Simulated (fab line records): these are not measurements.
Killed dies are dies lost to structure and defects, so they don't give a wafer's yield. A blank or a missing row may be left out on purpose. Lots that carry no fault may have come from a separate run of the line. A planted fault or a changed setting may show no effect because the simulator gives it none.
Problem report, 8D (eight disciplines) form, completed by code | flow gf180mcu | the parts of the form that need people (team, actions taken, sign-off) are left out

== 1. WHAT IS WRONG ==
Wafers free of any fault read 3169 (standard deviation 18) for PSD_TW at GF_PSD_TW_MEAS_11, against a mean of 2930 on 6 wafers of 2 lots. That puts it -13 standard deviations away from the usual mean.
First seen on wafer L194.3, day 18 09:40, on film_metro-04. The record has a number at this step for 33 wafers belonging to 11 lots. By rule, "out" or "out of limits" means more than 4 standard deviations away from the usual mean. The other wafers with a number count as sound.

== 2. WHAT IT IS AND WHAT IT IS NOT ==
question                    | is                           | is not
which readings at this step | PSD_TW                       | -
which lots                  | L194, L195                   | L182, L183, L184, L188, L190, L191, L202, L203, L204
which wafers of those lots  | all that have a number       | -
read on which gauges        | film_metro-03, film_metro-04 | film_metro-01
when                        | from day 18 09:40            | up to then (18 sound wafers); but 9 sound wafers of L202, L203, L204 came after

== 3. SUSPECTS, AND WHAT RULES EACH OUT ==
Counting: a tool at a process step up to the reading stays a suspect if it ran every lot that is out and no sound lot after the first of them.
- the gauge at GF_PSD_TW_MEAS_11 is ruled out. The wafers that are out were read on 2 gauges (film_metro-03, film_metro-04).
- rie_diel-02 at GF_POLY_GATE_ETCH_12 (etches BARC in N2/H2): kept. It processed each lot that is out, first L194 at day 12 16:38, and no sound lot thereafter; up to then, the last sound lot it processed was L183 at day 9 11:41.
- implanter-02 at GF_PSD_IMPLANT_09: kept. It processed each lot that is out, first L194 at day 18 09:27, and no sound lot thereafter; up to then, the last sound lot it processed was L191 at day 17 09:51. On those wafers its own readings are out: beam_energy_keV.
Left after counting: rie_diel-02 at GF_POLY_GATE_ETCH_12, implanter-02 at GF_PSD_IMPLANT_09.

== 4. THE CAUSE (what the simulator had put in) ==
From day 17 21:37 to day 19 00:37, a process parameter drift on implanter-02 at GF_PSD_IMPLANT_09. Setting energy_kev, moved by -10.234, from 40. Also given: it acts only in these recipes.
This tool is one of the 2 suspects left after counting.

== 5. THE EFFECT CHAIN, in route order ==
Rows list readings where the struck wafers' mean (over those with a number) sits beyond 3 standard deviations from the usual. Scope: only readings with a usual standard deviation given in the record; hours: median across lots of the time from each lot's start at the first step in this table that gives one to its start at this step; sigmas: change in usual standard deviations.
hours | step              | reading                  | usual        | on struck wafers | change  | sigmas
0     | GF_PSD_IMPLANT_09 | beam_energy_keV          | 39.998       | 29.765           | -10.233 | -99 or more
0     | GF_PSD_STRIP_10   | oes_product_au           | 0.591 a.u.   | 0.615            | +0.024  | +4.9
0     | GF_PSD_STRIP_10   | strip_time_to_endpoint_s | 16.53 s      | 15.59            | -0.94   | -29
0     | GF_PSD_TW_MEAS_11 | PSD_TW                   | 3169         | 2930             | -239    | -13
1     | GF_PSD_RS_MEAS_15 | PSD_RS                   | 108.7 ohm/sq | 124.4            | +15.7   | +46
Here are the process steps it includes:
- GF_PSD_IMPLANT_09
- GF_PSD_STRIP_10: strips in O2/N2.

== 6. WHAT WOULD HAVE CAUGHT IT SOONER ==
12 hours passed between the start of the fault at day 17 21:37 and the first reading out of limits at a measuring or inspecting step in this record, taken at day 18 09:40.
The tool's own readings at GF_PSD_IMPLANT_09 were out on every struck wafer that the step has a row for (beam_energy_keV): an alarm limit on them would have fired on the first of those.
Lots out: 2; of these, L195 started GF_PSD_IMPLANT_09 on implanter-02 after day 18 09:40. Had the tool been put on hold then, it would have been spared.
